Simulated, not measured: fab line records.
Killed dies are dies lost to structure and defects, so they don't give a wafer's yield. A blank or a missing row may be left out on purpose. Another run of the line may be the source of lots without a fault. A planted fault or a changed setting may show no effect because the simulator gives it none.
fab line records	flow sky130
record lots=7	wafers=20	last_day=49
route steps=708 shown POLY_GATE@219
lots that met no fault: from a run of the same line without faults
start_h: hours from the record's opening day to when the first of the lot's shown wafers began	wait_h: hours elapsed since this lot's preceding step	" unchanged from the row above	L1.1+2: a single row standing in for several wafers	- no value, or no start given	* or withheld: withheld	< > ~ a bound
route shown NAME@n: a module of which the file shows steps, and the number in the route of the first	usual: the fault-free wafers' mean and standard deviation	same: alike in all rows	chamber/n: place in a boat	sites: readings site by site	_std_site: the standard deviation of these	_edge_site: the outer-site mean with the inner-site mean subtracted	radius_mm: how far each site lies from the wafer's centre	mask NAME#n: copy n	behind: the last tool/chamber to shape the wafer	hold: why the lot went on hold/how many hours it stayed there/how the hold came to an end	device: transistor that didn't switch, given as n, p or np	end of line: at the end of the route, the tests of the same wafers	step lacking rows: just its recipe	killed: at the first sort, the dies lost to defects and structure; wafer yield is something else	map: dies across one wafer; x = killed, . = not, _ = none there
set.NAME: setting as actually run; set.NAME@STEP: the setting as run at that earlier step	model.NAME: the simulator's own value behind a step, which no gauge read
certain route steps with their lots: each step a table, each wafer a row
services: the hour from which a tool's chamber was out of use, counted from the record's first day as start_h (under 0 if before that day), plus the number of hours and why
## steps
# step SKY_POLY_GATE_DEHYDRATE_05
# recipe temp_c=200	time_s=60
# step SKY_POLY_GATE_HMDS_06
# recipe prime_time_s=60	prime_temp_c=120
# step SKY_POLY_GATE_COAT_07
# recipe resist=BARC	temp_c=withheld	time_s=withheld	spin_rpm=3000	resist_thk_nm=110
# step SKY_POLY_GATE_COAT_08
# recipe resist=KrF-thick	spin_rpm=3000	resist_thk_nm=450
# step SKY_POLY_GATE_SOFTBAKE_09
# recipe temp_c=100	time_s=90	resist=KrF-thick
# step SKY_POLY_GATE_EXPOSE_10
# recipe mask_id=P1M	na=0.68	source_shape=conventional	sigma_outer=0.6	target_cd_nm=150	dose_mj=28
# step SKY_POLY_GATE_PEB_11
# recipe peb_temp_c=withheld	peb_time_s=withheld	resist=KrF-thick
# step SKY_POLY_GATE_DEVELOP_12
# recipe develop_time_s=60	resist=KrF-thick	dev_temp_c=21
# step SKY_POLY_GATE_CD_MEAS_13
# recipe target_cd_nm=150
# usual cd_nm=149.5/0.97
lot.wafer	tool	chamber	start_h	wait_h	cd_nm
L922.2	cd_sem-02	-	379.63	-	150.3
L922.5	"	-	"	"	149.0
L922.6	"	-	"	"	150.1
L924.1	cd_sem-02	-	389.66	-	148.1
L924.2	"	-	"	"	149.8
L924.3	"	-	"	"	147.7
L925.1	cd_sem-02	-	419.81	-	150.3
L925.2	"	-	"	"	150.2
L925.3	"	-	"	"	148.2
L926.2	cd_sem-02	-	426.82	-	149.1
L926.4	"	-	"	"	149.1
L933.2	cd_sem-02	-	482.93	-	150.9
L933.4	"	-	"	"	151.8
L933.5	"	-	"	"	151.7
L937.1	cd_sem-01	-	521.46	-	149.3
L937.2	"	-	"	"	149.7
L937.5	"	-	"	"	151.1
L939.2	cd_sem-01	-	527.87	-	148.8
L939.3	"	-	"	"	148.5
L939.4	"	-	"	"	149.4
# step SKY_POLY_GATE_OVL_MEAS_14
# usual POLY_GATE_OVL=-2/6
lot.wafer	tool	chamber	start_h	wait_h	POLY_GATE_OVL[nm]
L922.2	overlay-02	-	379.73	0.1	0
L922.5	"	-	"	"	1
L922.6	"	-	"	"	9
L924.1	overlay-01	-	389.78	0.1	-6
L924.2	"	-	"	"	-2
L924.3	"	-	"	"	0
L925.1	overlay-01	-	419.93	0.1	-8
L925.2	"	-	"	"	-5
L925.3	"	-	"	"	5
L926.2	overlay-01	-	426.93	0.1	-3
L926.4	"	-	"	"	-5
L933.2	overlay-01	-	483.03	0.1	7
L933.4	"	-	"	"	3
L933.5	"	-	"	"	3
L937.1	overlay-02	-	521.58	0.1	-3
L937.2	"	-	"	"	4
L937.5	"	-	"	"	-1
L939.2	overlay-01	-	527.98	0.1	7
L939.3	"	-	"	"	1
L939.4	"	-	"	"	6
# step SKY_POLY_GATE_ETCH_15
# recipe chemistry=N2/H2	target=BARC	ion_energy_ev=200	source_w=500	bias_w=100	pressure_mtorr=30	n2_flow_sccm=100	h2_flow_sccm=200	stop_on=SiO2	time_s=118.5	target_depth_a=1100
# usual drypump_motor_current_A=5.6/0.51	oes_product_au=0.717/0.0045	throttle_valve_pct=13.213/0.0092
lot.wafer	tool	chamber	start_h	wait_h	drypump_motor_current_A	oes_product_au	rf_hours_counter_h	throttle_valve_pct
L922.2	rie_diel-04	1	379.76	0.0	4.7	0.722	54	13.206
L922.5	"	1	"	"	4.8	0.717	-	13.214
L922.6	"	0	"	"	6.3	0.718	-	13.221
L924.1	rie_diel-01	0	389.81	0.0	5.3	0.717	102	13.204
L924.2	"	2	"	"	6.2	0.716	21	13.218
L924.3	"	1	"	"	5.8	0.712	3	13.210
L925.1	rie_diel-03	1	419.96	0.0	5.6	0.709	5	13.216
L925.2	"	3	"	"	5.8	0.719	6	13.215
L925.3	"	2	"	"	5.3	0.719	0	13.226
L926.2	rie_diel-04	1	426.96	0.0	4.7	0.714	55	13.212
L926.4	"	0	"	"	6.3	0.720	2	13.211
L933.2	rie_diel-04	0	483.06	0.0	6.3	0.716	3	13.215
L933.4	"	1	"	"	4.7	0.722	56	13.211
L933.5	"	3	"	"	5.3	0.723	-	13.210
L937.1	rie_diel-04	2	521.61	0.0	5.5	0.714	3	13.217
L937.2	"	0	"	"	6.3	0.713	4	13.214
L937.5	"	2	"	"	5.5	0.723	-	13.216
L939.2	rie_diel-04	3	528.01	0.0	5.3	0.713	10	13.207
L939.3	"	2	"	"	5.5	0.719	3	13.220
L939.4	"	1	"	"	4.8	0.718	57	13.226
# step SKY_POLY_GATE_ETCH_16
# recipe stop_on=poly-Si	chemistry=CH3F/O2	target=Si3N4	source_w=400	bias_w=80	pressure_mtorr=25	ch3f_flow_sccm=40	O2_flow_sccm=30	time_s=147.5	target_depth_a=750
# usual drypump_motor_current_A=5.6/0.51	oes_product_au=0.640/0.0049	throttle_valve_pct=10.535/0.0097
lot.wafer	tool	chamber	start_h	wait_h	drypump_motor_current_A	oes_product_au	rf_hours_counter_h	throttle_valve_pct
L922.2	rie_diel-04	1	379.84	0.0	4.8	0.637	54	10.553
L922.5	"	1	"	"	4.7	0.636	-	10.525
L922.6	"	0	"	"	6.3	0.646	-	10.532
L924.1	rie_diel-01	0	389.89	0.0	5.3	0.640	102	10.538
L924.2	"	2	"	"	6.2	0.644	21	10.541
L924.3	"	1	"	"	5.8	0.638	3	10.531
L925.1	rie_diel-03	1	420.05	0.0	5.5	0.637	5	10.527
L925.2	"	3	"	"	5.7	0.639	6	10.515
L925.3	"	2	"	"	5.3	0.648	0	10.532
L926.2	rie_diel-04	1	427.04	0.0	4.7	0.640	55	10.545
L926.4	"	0	"	"	6.3	0.636	2	10.537
L933.2	rie_diel-04	0	483.15	0.0	6.3	0.632	3	10.537
L933.4	"	1	"	"	4.7	0.637	56	10.536
L933.5	"	3	"	"	5.3	0.642	-	10.541
L937.1	rie_diel-04	2	521.70	0.0	5.5	0.638	3	10.540
L937.2	"	0	"	"	6.3	0.650	4	10.542
L937.5	"	2	"	"	5.5	0.647	-	10.521
L939.2	rie_diel-04	3	528.09	0.0	5.3	0.640	10	10.529
L939.3	"	2	"	"	5.5	0.648	3	10.537
L939.4	"	1	"	"	4.7	0.643	57	10.529
# step SKY_POLY_GATE_ETCH_17
# recipe target_depth_nm=180	stop_on=SiO2	over_etch_frac=0.56667	chemistry=HBr/Cl2	target=poly-Si	icp_w=400	bias_w=100	pressure_mtorr=10	HBr_flow_sccm=150	Cl2_flow_sccm=50	time_s=70.5
# usual drypump_motor_current_A=5.6/0.69	oes_product_au=0.990/0.0068	over_etch_frac=0.56667/0	throttle_valve_pct=33.684/0.0092
lot.wafer	tool	chamber	start_h	wait_h	drypump_motor_current_A	oes_product_au	over_etch_frac	rf_hours_counter_h	throttle_valve_pct	model.etch.depth_nm	model.POLY_GATE.feature_depth_nm	model.KrF-thick_of_POLY_GATE_COAT_08.thk_nm
L922.2	rie_si-02	1	379.94	0.0	5.7	0.979	0.56667	0	33.696	176.8	176.8	143.2
L922.5	"	2	"	"	5.1	0.981	0.56667	-	33.688	177.4	177.4	140.9
L922.6	"	1	"	"	5.7	0.977	0.56667	-	33.687	177.3	177.3	138.1
L924.1	rie_si-02	3	389.99	0.0	6.5	0.991	0.56667	37	33.682	179.2	179.2	137.9
L924.2	"	2	"	"	5.1	1.020	0.089736	13	33.671	128.3	128.3	166.5
L924.3	"	1	"	"	5.7	1.012	0.089736	0	33.661	126.1	126.1	167.7
L925.1	rie_si-02	1	420.15	0.0	5.7	1.002	0.56667	0	33.704	181	181	135.5
L925.2	"	2	"	"	5.1	1.031	0.089736	13	33.685	129.7	129.7	164.2
L925.3	"	3	"	"	6.5	1.008	0.089736	37	33.678	127.3	127.3	170.4
L926.2	rie_si-02	3	427.14	0.0	6.5	1.001	0.089736	37	33.674	125.6	125.6	169.9
L926.4	"	2	"	"	5.1	0.989	0.56667	-	33.676	181.5	181.5	138.2
L933.2	rie_si-02	1	483.25	0.0	5.7	0.991	0.56667	1	33.665	179.9	179.9	141.7
L933.4	"	3	"	"	6.4	0.979	0.56667	38	33.678	178.3	178.3	143.9
L933.5	"	1	"	"	5.7	0.993	0.56667	-	33.696	178.7	178.7	146.4
L937.1	rie_si-01	1	521.79	0.0	6.7	0.990	0.56667	6	33.681	178.6	178.6	143.4
L937.2	"	0	"	"	5.4	0.979	0.56667	48	33.681	177.6	177.6	145.4
L937.5	"	1	"	"	6.7	0.993	0.56667	-	33.684	180.5	180.5	143.3
L939.2	rie_si-02	3	528.19	0.0	6.4	0.990	0.56667	38	33.670	180.1	180.1	147.5
L939.3	"	0	"	"	4.7	0.984	0.56667	1	33.692	178.8	178.8	140.5
L939.4	"	2	"	"	5.1	0.984	0.56667	14	33.682	180.4	180.4	137.4
# step SKY_POLY_GATE_STRIP_18
# recipe chemistry=O2/N2	power_w=1400	pressure_mtorr=1500	platen_temp_c=withheld	o2_flow_sccm=3000	n2_flow_sccm=300	overash_fraction=0.5
# usual drypump_motor_current_A=5.5/0.45	oes_product_au=0.361/0.0045	strip_time_to_endpoint_s=3.18/0.034
lot.wafer	tool	chamber	start_h	wait_h	drypump_motor_current_A	oes_product_au	rf_hours_counter_h	strip_time_to_endpoint_s
L922.2	plasma_asher-02	1	380.00	0.0	5.6	0.360	57	3.21
L922.5	"	0	"	"	4.9	0.353	-	3.16
L922.6	"	1	"	"	5.6	0.362	-	3.14
L924.1	plasma_asher-01	1	390.05	0.0	5.5	0.363	68	3.15
L924.2	"	0	"	"	5.2	0.370	68	3.45
L924.3	"	0	"	"	5.2	0.370	-	3.46
L925.1	plasma_asher-03	1	420.20	0.0	5.4	0.359	73	3.12
L925.2	"	0	"	"	6.4	0.375	73	3.42
L925.3	"	0	"	"	6.4	0.371	-	3.50
L926.2	plasma_asher-02	0	427.19	0.0	4.9	0.378	62	3.49
L926.4	"	0	"	"	4.9	0.364	-	3.15
L933.2	plasma_asher-01	1	483.30	0.0	5.4	0.359	6	3.20
L933.4	"	1	"	"	5.4	0.363	-	3.23
L933.5	"	0	"	"	5.2	0.369	-	3.24
L937.1	plasma_asher-01	0	521.85	0.0	5.2	0.360	9	3.18
L937.2	"	1	"	"	5.4	0.363	9	3.21
L937.5	"	0	"	"	5.2	0.361	-	3.20
L939.2	plasma_asher-02	0	528.24	0.0	4.9	0.372	71	3.24
L939.3	"	0	"	"	4.9	0.361	-	3.16
L939.4	"	1	"	"	5.6	0.364	-	3.14
# step SKY_POLY_GATE_CLEAN_19
# recipe chemistry=SC1/SC2	mix=1:4:20	temp_c=70	time_s=150	dry=n2_spin
## services
tool	chamber	start_h	hours	kind
plasma_asher-01	-	362.56	11.4	repair
rie_diel-03	2	368.59	-	clean
plasma_asher-01	-	368.78	1.1	repair
rie_si-02	2	393.68	10.0	repair
rie_diel-03	0	400.67	23.0	repair
rie_diel-03	2	406.06	12.8	repair
rie_si-02	0	410.72	-	clean
rie_si-02	0	410.72	21.1	scheduled_down
rie_si-02	0	410.72	21.1	vent_cycle
rie_si-01	0	420.03	3.7	repair
plasma_asher-01	-	421.25	9.0	pm
plasma_asher-01	0	421.25	9.0	vent_cycle
plasma_asher-01	1	421.25	9.0	vent_cycle
plasma_asher-02	-	428.36	10.3	repair
plasma_asher-01	0	430.25	-	clean
plasma_asher-01	1	430.25	-	clean
rie_diel-01	0	437.99	1.4	repair
rie_diel-04	-	447.92	2.0	repair
rie_si-02	-	468.57	2.8	pm
rie_si-02	-	485.24	4.3	pm
rie_diel-03	3	489.61	5.8	repair
rie_si-01	3	495.28	2.2	repair
rie_diel-01	1	507.57	6.6	repair
rie_diel-04	3	509.00	11.3	repair
## key
first_sign step=SKY_POLY_GATE_ETCH_17	reading=over_etch_frac	direction=down	sigmas=99+	usual=0.56667	struck=0.089736
effect step=SKY_POLY_GATE_ETCH_17	reading=oes_product_au	direction=up	sigmas=3.6	usual=0.990	struck=1.014	wafers_moved=4
effect step=SKY_POLY_GATE_STRIP_18	reading=strip_time_to_endpoint_s	direction=up	sigmas=8.3	usual=*	struck=*
model_effect step=SKY_POLY_GATE_ETCH_17	value=etch.depth_nm	without=180.6	struck=127.4
met_at SKY_POLY_GATE_ETCH_17
struck_wafers L924.2,L924.3,L925.2,L925.3,L926.2
later_rows_left_out L924.2,L924.3,L925.2,L925.3,L926.2
sort_left_out L924.2,L924.3,L925.2,L925.3,L926.2
tester_left_out L924,L925,L926
onset_between 379.94 389.99
fault kind=process_parameter_drift	tool=rie_si-02	chamber=-	onset_h=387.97	steps=SKY_POLY_GATE_ETCH_17	channel=over_etch_frac	offset=-0.47693	shape=step	end_h=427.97	scope=struck_wafers_only	stated=0.56667
# tester_left_out: of these lots the tester's yield and bins aren't shown, on N5 and GAA mostly nor the transistor test; their killed dies are dies lost to structure and defects alone, not to doping, threshold or leakage, so they don't give the yield
# sort_left_out: the simulated sort isn't trusted on such a fault, so these wafers' sort isn't shown, and their yield isn't known
# later_rows_left_out: the simulator's readings of these wafers behind a module that went badly wrong aren't trusted and aren't shown, but for the sort
